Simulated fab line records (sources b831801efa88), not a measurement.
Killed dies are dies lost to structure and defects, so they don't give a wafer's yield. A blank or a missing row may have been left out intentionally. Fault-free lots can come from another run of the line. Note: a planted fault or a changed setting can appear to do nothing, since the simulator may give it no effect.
Commonality check across tools | flow gf180mcu | Lots sampled 12, wafers sampled 36

## REASON IT WAS OPENED
GF_HV_LDD_TW_MEAS_11, reading HV_LDD_TW: flagged on 2 of 12 lots. Fault-free wafers read 2426, with a standard deviation of 22.
Rule: a lot is flagged when every wafer of it that has a number lies more than 4 standard deviations from that mean, or none has a number. The other lots count as sound.

lot  | measured     | on            | HV_LDD_TW, wafer by wafer | flag
L230 | day 11 03:57 | film metro-04 | 2427 2446 2433            |
L232 | day 11 18:51 | film metro-03 | 2400 2397 2393            |
L234 | day 12 09:01 | film metro-04 | 2422 2419 2432            |
L235 | day 12 21:15 | film metro-04 | 2448 2432 2438            |
L236 | day 13 04:51 | film metro-04 | 2200 2194 2207            | FLAGGED
L237 | day 13 12:47 | film metro-04 | 2202 2212 2209            | FLAGGED
L238 | day 13 22:13 | film metro-03 | 2389 2386 2390            |
L243 | day 15 05:01 | film metro-01 | 2448 2455 2453            |
L244 | day 15 10:21 | film metro-03 | 2382 2390 2391            |
L247 | day 16 19:51 | film metro-04 | 2443 2435 2425            |
L248 | day 17 06:12 | film metro-01 | 2452 2455 2449            |
L249 | day 17 06:29 | film metro-01 | 2438 2445 2454            |
On average the flagged lots' numbers are 2204, which is -222 against the usual, or -10 standard deviations.

## LOT BY LOT: THE TOOL USED
2 process steps preceding the reading are held in the record, out of 602 steps in the route. Read each cell as the tool, then ch plus the chambers that the sampled wafers visited, then the start.
lot  | flag    | GF_VT_IMPLANT_STRIP_42               | GF_HV_LDD_IMPLANT_09
L230 |         | plasma asher-04 ch 1, day 8 14:08    | implanter-03 ch 0, day 11 03:43
L232 |         | plasma asher-01 ch 0,1, day 9 04:41  | implanter-03 ch 0, day 11 18:37
L234 |         | plasma asher-04 ch 0,1, day 9 17:11  | implanter-01 ch 0, day 12 08:47
L235 |         | plasma asher-01 ch 0,1, day 10 03:59 | implanter-01 ch 0, day 12 21:01
L236 | FLAGGED | plasma asher-03 ch 0,1, day 10 11:26 | implanter-03 ch 0, day 13 04:37
L237 | FLAGGED | plasma asher-01 ch 0,1, day 10 19:01 | implanter-03 ch 0, day 13 12:32
L238 |         | plasma asher-04 ch 0,1, day 11 03:10 | implanter-01 ch 0, day 13 21:59
L243 |         | plasma asher-03 ch 0,1, day 12 07:23 | implanter-01 ch 0, day 15 04:49
L244 |         | plasma asher-01 ch 0,1, day 12 11:58 | implanter-04 ch 0, day 15 10:07
L247 |         | plasma asher-04 ch 0,1, day 13 15:22 | implanter-04 ch 0, day 16 19:37
L248 |         | plasma asher-04 ch 1, day 13 22:46   | implanter-03 ch 0, day 17 05:58
L249 |         | plasma asher-01 ch 1, day 14 01:22   | implanter-01 ch 0, day 17 06:14
These steps, and what they do:
- GF_VT_IMPLANT_STRIP_42: strips in O2/N2.
- GF_HV_LDD_IMPLANT_09
- GF_HV_LDD_TW_MEAS_11

## FLAGGED OVER TOTAL, TOOL BY TOOL (the gauges that took the reading come last)
step                   | tool            | lots run | flagged | share of the flagged lots | sound lots run after its first flagged lot
GF_VT_IMPLANT_STRIP_42 | plasma asher-01 | 5        | 1       | some                      | 2 (L244,L249)
GF_VT_IMPLANT_STRIP_42 | plasma asher-03 | 2        | 1       | some                      | 1 (L243)
GF_VT_IMPLANT_STRIP_42 | plasma asher-04 | 5        | 0       | none                      | -
GF_HV_LDD_IMPLANT_09   | implanter-01    | 5        | 0       | none                      | -
GF_HV_LDD_IMPLANT_09   | implanter-03    | 5        | 2       | all                       | 1 (L248)
GF_HV_LDD_IMPLANT_09   | implanter-04    | 2        | 0       | none                      | -
GF_HV_LDD_TW_MEAS_11   | film metro-01   | 3        | 0       | none                      | -
GF_HV_LDD_TW_MEAS_11   | film metro-03   | 3        | 0       | none                      | -
GF_HV_LDD_TW_MEAS_11   | film metro-04   | 6        | 2       | all                       | 1 (L247)

## WHAT IS ALLOWED BY THE TABLE
Rows of the table that ran all the flagged lots, 2 in number: implanter-03 at GF_HV_LDD_IMPLANT_09; film metro-04 at GF_HV_LDD_TW_MEAS_11.
- implanter-03 at GF_HV_LDD_IMPLANT_09 ran 5 lots, 2 of them flagged. Sound lots followed the first flagged one (L248) on it, something a lasting fault affecting the whole tool could not allow. Its own readings (tilt deg) fall more than 4 standard deviations out on all wafers of the flagged lots.
- film metro-04 at GF_HV_LDD_TW_MEAS_11 ran 6 lots, 2 of them flagged. Sound lots followed the first flagged one (L247) on it, something a lasting fault affecting the whole tool could not allow.
Not one row of the table ran every flagged lot while running no sound lot after the first.

## WHAT HAD BEEN PUT IN BY THE SIMULATOR
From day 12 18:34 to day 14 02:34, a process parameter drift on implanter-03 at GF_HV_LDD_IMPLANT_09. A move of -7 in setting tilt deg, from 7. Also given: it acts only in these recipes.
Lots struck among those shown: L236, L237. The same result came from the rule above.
